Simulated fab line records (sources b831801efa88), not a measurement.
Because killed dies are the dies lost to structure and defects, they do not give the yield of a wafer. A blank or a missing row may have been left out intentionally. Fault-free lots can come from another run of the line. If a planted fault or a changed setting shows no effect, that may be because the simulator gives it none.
Problem report, 8D (eight disciplines) form, completed by code :: flow sky130 :: the parts of the form that need people (team, actions taken, sign-off) are left out

== 1. THE ISSUE ==
Mean of chamber-pressure-pa at SKY_METAL3_SPUTTER_01: 0.5122 Pa across 3 wafers in 3 lots; on wafers with no fault it is 0.4001 Pa (standard deviation 0.00088). That is +99 or more standard deviations from the usual mean.
The step: material TiN, target thk 20 nm, time 16.7 s.
The first sign was on wafer L282.2 at day 39 01:51, on pvd-sputter-01. The record has a number at this step for 36 wafers belonging to 12 lots. The rule behind "out" and "out of limits": a value lying over 4 standard deviations away from the usual mean. Any other wafer with a number is counted as sound.

== 2. WHAT IT IS, WHAT IT ISN'T ==
question: which readings at this step
is: chamber-pressure-pa
is not: -

question: which lots
is: L282, L283, L284
is not: L279, L285, L286, L289, L293, L294, L295, L296, L297

question: which wafers of those lots
is: L282.2, L283.4, L284.5
is not: L282.5, L282.6, L283.3, L283.6, L284.1, L284.3

question: read on which tools
is: pvd-sputter-01
is not: pvd-sputter-03, pvd-sputter-04

question: when
is: from day 39 01:51
is not: up to then (5 sound wafers); but 28 sound wafers of L283, L284, L285, L286, L289, L293, L294, L295, L296, L297 came after

== 3. THE SUSPECTS, EACH WITH WHAT RULES IT OUT ==
Counting: if a tool at a process step up to the reading ran every lot that is out, it stays a suspect. Sound lots after the first of them don't rule it out here, since some wafers of a struck lot are sound.
- pvd-sputter-01 at SKY_METAL3_SPUTTER_01 (material TiN, target thk 20 nm, time 16.7 s): kept. It ran every lot that is out, first L282 (day 39 01:51). Its own chamber-pressure-pa readings are out on those wafers.
Left after counting: pvd-sputter-01 at SKY_METAL3_SPUTTER_01.

== 4. THE CAUSE (what the simulator had put in) ==
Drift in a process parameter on pvd-sputter-01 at SKY_METAL3_SPUTTER_01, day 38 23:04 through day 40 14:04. Setting chamber-pressure-pa, moved by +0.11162, from 0.4. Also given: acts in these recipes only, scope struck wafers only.
This tool alone remained once counting was done.

== 5. THE EFFECT CHAIN, in route order ==
Each row: a reading where the mean over the struck wafers with a number is more than 3 standard deviations away from the usual. Scope: only readings with a usual standard deviation given in the record; hours: median across lots of the time from each lot's start at the first step in this table that gives one to its start at this step; sigmas: change in usual standard deviations.
hours: 0
step: SKY_METAL3_SPUTTER_01
reading: chamber-pressure-pa
usual: 0.4001 Pa
on struck wafers: 0.5122
change: +0.1121
sigmas: +99 or more

hours: 0
step: SKY_METAL3_SPUTTER_01
reading: throttle-valve-pct
usual: 29.4 %
on struck wafers: 26.3
change: -3.1
sigmas: -3.1
It contains these process steps:
- SKY_METAL3_SPUTTER_01: material TiN, target thk 20 nm, time 16.7 s.

== 6. HOW IT WOULD HAVE BEEN CAUGHT EARLIER ==
First out-of-limits reading in this record: day 39 01:51, which is 3 hours after fault onset at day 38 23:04.
